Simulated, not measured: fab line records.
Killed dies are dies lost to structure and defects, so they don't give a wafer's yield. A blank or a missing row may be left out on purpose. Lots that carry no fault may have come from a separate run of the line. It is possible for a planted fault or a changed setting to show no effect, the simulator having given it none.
One fault seen from 2 desks || flow sky130 || each desk holds nothing but its own numbers, with what lay behind them at the end

AT THE METROLOGY DESK
Means of the sampled wafers that have a number, per lot and without regard to the tool the lot ran on: this is what the gauges read. Any lot whose mean is over 4 standard deviations away from the usual mean is out of limits and marked OUT; that distance is given in the brackets.
Columns: A = PWDE_RS at SKY_NWELL_RS_MEAS_31, usual 5270 ohm/sq; B = VT_ADJUST_PCH_TW at SKY_VT_ADJUST_PCH_TW_MEAS_10, usual 143.0; C = SONOS_TUNNEL_OVL at SKY_SONOS_TUNNEL_OVL_MEAS_08, usual 0.4 nm; D = GATE_OXIDE_OVL at SKY_GATE_OXIDE_OVL_MEAS_10, usual -0.2 nm
{"lot": "L296", "first seen here": "day 5 19:29", "A": 5267, "B": 144.7, "C": 2.9, "D": -0.7}
{"lot": "L297", "first seen here": "day 5 20:44", "A": 5306, "B": 139.5, "C": 1.2, "D": -2.9}
{"lot": "L300", "first seen here": "day 6 16:11", "A": 5275, "B": 141.5, "C": 0.9, "D": -0.9}
{"lot": "L303", "first seen here": "day 7 07:39", "A": 5280, "B": 141.4, "C": -1.9, "D": -1.0}
{"lot": "L305", "first seen here": "day 7 19:08", "A": 5273, "B": 148.9, "C": 0.0, "D": -0.6}
{"lot": "L306", "first seen here": "day 8 01:57", "A": 5249, "B": "152.9 (+5.8) OUT", "C": 0.7, "D": 0.1}
{"lot": "L307", "first seen here": "day 8 11:01", "A": 5258, "B": 141.2, "C": -0.7, "D": -1.3}
{"lot": "L308", "first seen here": "day 8 18:20", "A": 5238, "B": 144.2, "C": -0.1, "D": 2.0}
{"lot": "L311", "first seen here": "day 9 08:38", "A": 5279, "B": 141.7, "C": -0.8, "D": -1.7}
{"lot": "L313", "first seen here": "day 9 21:14", "A": 5299, "B": 144.0, "C": 1.2, "D": 1.0}
{"lot": "L315", "first seen here": "day 10 08:52", "A": 5288, "B": 144.6, "C": 2.9, "D": 0.9}
{"lot": "L317", "first seen here": "day 11 11:56", "A": 5295, "B": 144.0, "C": -0.5, "D": -2.3}
{"lot": "L318", "first seen here": "day 11 13:16", "A": 5273, "B": 145.8, "C": -1.1, "D": -3.0}
This desk finds L306 out of limits, with the earliest case on L306 at day 13 23:17 (VT_ADJUST_PCH_TW at SKY_VT_ADJUST_PCH_TW_MEAS_10). L296, L297, L300, L303, L305, L307, L308, L311, L313, L315, L317, L318: within limits.

TOOL OWNER'S DESK, implanter-03
The tool's own readings at SKY_VT_ADJUST_PCH_IMPLANT_08: means of the sampled wafers that have a number, for each lot that ran on this tool. Any lot whose mean is over 4 standard deviations away from the usual mean is out of limits and marked OUT; that distance is given in the brackets.
Columns: A = beam-on-s at SKY_VT_ADJUST_PCH_IMPLANT_08, usual 10.02 s; B = end-station-pressure-torr at SKY_VT_ADJUST_PCH_IMPLANT_08, usual 5e-06 Torr; C = faraday-current-uA at SKY_VT_ADJUST_PCH_IMPLANT_08, usual 2.81
{"lot": "L297", "first seen here": "day 11 00:55", "A": 9.96, "B": 5e-06, "C": 2.82}
{"lot": "L303", "first seen here": "day 12 23:01", "A": 10.00, "B": 5e-06, "C": 2.82}
{"lot": "L305", "first seen here": "day 13 12:34", "A": "12.24 (+12) OUT", "B": "1e-04 (+99 or more) OUT", "C": "2.33 (-9.3) OUT"}
{"lot": "L306", "first seen here": "day 13 23:04", "A": "12.42 (+13) OUT", "B": "1e-04 (+99 or more) OUT", "C": "2.29 (-10) OUT"}
{"lot": "L318", "first seen here": "day 18 04:26", "A": 9.94, "B": 5e-06, "C": 2.83}
This desk's finding: out of limits on L305, L306; first on L305, day 13 12:34 (beam-on-s at SKY_VT_ADJUST_PCH_IMPLANT_08). L297, L303, L318: within limits.

TAKEN TOGETHER
An alarm could have come from the tool owner's desk at day 13 12:34, on L305, L306.
L306 would have let the metrology desk raise an alarm at day 13 23:17.
The metrology desk holds a record of L305, inside its limits.
The lots listed all ran SKY_VT_ADJUST_PCH_IMPLANT_08 on implanter-03.

WHAT HAD BEEN PUT IN BY THE SIMULATOR
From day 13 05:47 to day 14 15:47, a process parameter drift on implanter-03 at SKY_VT_ADJUST_PCH_IMPLANT_08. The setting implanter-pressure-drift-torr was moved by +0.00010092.
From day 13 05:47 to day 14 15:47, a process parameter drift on implanter-03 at SKY_VT_ADJUST_PCH_IMPLANT_08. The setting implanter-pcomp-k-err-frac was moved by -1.
Struck lots among those shown: L305, L306.
Time in hours from fault onset to the first out-of-limits reading at each desk: tool owner's desk 7, metrology desk 18.
